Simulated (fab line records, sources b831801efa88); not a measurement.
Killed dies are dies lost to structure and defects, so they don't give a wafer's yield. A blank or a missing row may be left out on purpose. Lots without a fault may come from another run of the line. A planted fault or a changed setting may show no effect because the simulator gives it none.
A struck lot beside a sound one | flow sky130 | 16 steps out of a route of 708
Sound: wafers L668.3, L668.4, L668.6. Struck: wafers L677.3, L677.4, L677.5. The cause comes at the end.
At each step with rows: each side's tool, then ch and its chambers, then its first start. Under that, the readings that differ: sound wafers | struck wafers | difference of the means | sigmas: that difference in standard deviations of wafers without a fault.
alike: readings whose means differ by less than 2 such deviations, and words and numbers that are the same on both sides. not compared: withheld readings, readings that some wafer has no value for, bounds like >300 that may hide the same value, and numbers for which the record gives no deviation and whose values overlap.
The two part at a step that has a row with sigmas, a row that says differs or no value, or rows on one side only. Numbers that don't overlap but have no deviation are shown without sigmas and don't part them. A reading that every wafer of one side lacks parts them only if that side has two wafers or more.

SKY_METAL1_THK_MEAS_06: measures by xrf.
  sound on film_metro-01, day 32 23:24; struck on film_metro-02, day 35 15:38
  alike: METAL1_ALCU_THK
then, 4 steps without rows for these wafers: SKY_METAL1_DEHYDRATE_07 (time 60 s); SKY_METAL1_HMDS_08 (prime time 60 s); SKY_METAL1_COAT_09 (resist thk 60 nm); SKY_METAL1_COAT_10 (resist thk 450 nm).
SKY_METAL1_SOFTBAKE_11: time 94.48 s.
  sound on litho_track-03 ch 0; struck on litho_track-02 ch 0
  alike: exhaust_pa, plate_sensor_t_centre_C, plate_sensor_t_edge_C
then, 3 steps without rows for these wafers: SKY_METAL1_EXPOSE_12 (exposes mask MM1, target cd 140 nm); SKY_METAL1_PEB_13; SKY_METAL1_DEVELOP_14 (develop time 60 s).
SKY_METAL1_CD_MEAS_15: target cd 140 nm.
  sound on cd_sem-01, day 34 02:32; struck on cd_sem-01, day 36 17:40
  alike: cd_nm
SKY_METAL1_OVL_MEAS_16:
  sound on overlay-01, day 34 02:38; struck on overlay-02, day 36 17:45
  alike: METAL1_OVL
SKY_METAL1_DESCUM_17: chemistry O2, time 8 s.
  sound on rie_metal-01 ch 0,1, day 34 02:40; struck on rie_metal-01 ch 0,1, day 36 17:47
  alike: drypump_motor_current_A, oes_product_au
  not compared: rf_hours_counter_h
SKY_METAL1_ETCH_18: etches BARC in N2/H2, stops on SiO2, time 45.9 s, target depth 60 nm.
  sound on rie_metal-01 ch 0,1, day 34 02:43; struck on rie_metal-01 ch 0,1, day 36 17:50
  reading                                       | sound             | struck            | difference | sigmas
  model.KrF-thick_of_METAL1_COAT_10.thk_nm (nm) | 390.3 389.9 391.7 | 397.4 398.4 397.7 | +7.2       |
  model.etch.depth_nm (nm)                      | 60.16 60.21 60.27 | 59.66 59.94 59.84 | -0.40      |
  alike: drypump_motor_current_A, oes_product_au, throttle_valve_pct
  not compared: rf_hours_counter_h
SKY_METAL1_METAL_ETCH_19: etches the open film in Cl2/BCl3, stops on SiO2, target depth 360 nm, time 78 s.
  sound on rie_metal-01 ch 0,1, day 34 02:47; struck on rie_metal-01 ch 0,1, day 36 17:54
  reading                                       | sound           | struck            | difference | sigmas
  model.KrF-thick_of_METAL1_COAT_10.thk_nm (nm) | 147.6 155 155.7 | 163.6 159.3 163.1 | +9.2       |
  alike: drypump_motor_current_A, oes_product_au, throttle_valve_pct
  not compared: rf_hours_counter_h
SKY_METAL1_STRIP_20: strips in O2/N2.
  sound on plasma_asher-03 ch 0,1, day 34 02:53; struck on plasma_asher-01 ch 0,1, day 36 17:59
  reading                      | sound          | struck         | difference | sigmas
  strip_time_to_endpoint_s (s) | 2.57 2.66 2.66 | 2.74 2.69 2.75 | +0.10      | +2
  alike: drypump_motor_current_A, oes_product_au
  not compared: rf_hours_counter_h
-- the record jumps here: 12 days lie between the struck wafers' starts before and after (it left off in module METAL1 and takes up again in module PAD_OPEN, whose first step shown is number 708 of the route) --
SKY_PAD_OPEN_PROBE_99:
  the record has rows for the struck wafers here (prober-01, day 48 17:03) and none for the sound ones

WHERE THEY PART
First at SKY_METAL1_STRIP_20; last, within this record, at SKY_PAD_OPEN_PROBE_99.

WHY: what the simulator had put in
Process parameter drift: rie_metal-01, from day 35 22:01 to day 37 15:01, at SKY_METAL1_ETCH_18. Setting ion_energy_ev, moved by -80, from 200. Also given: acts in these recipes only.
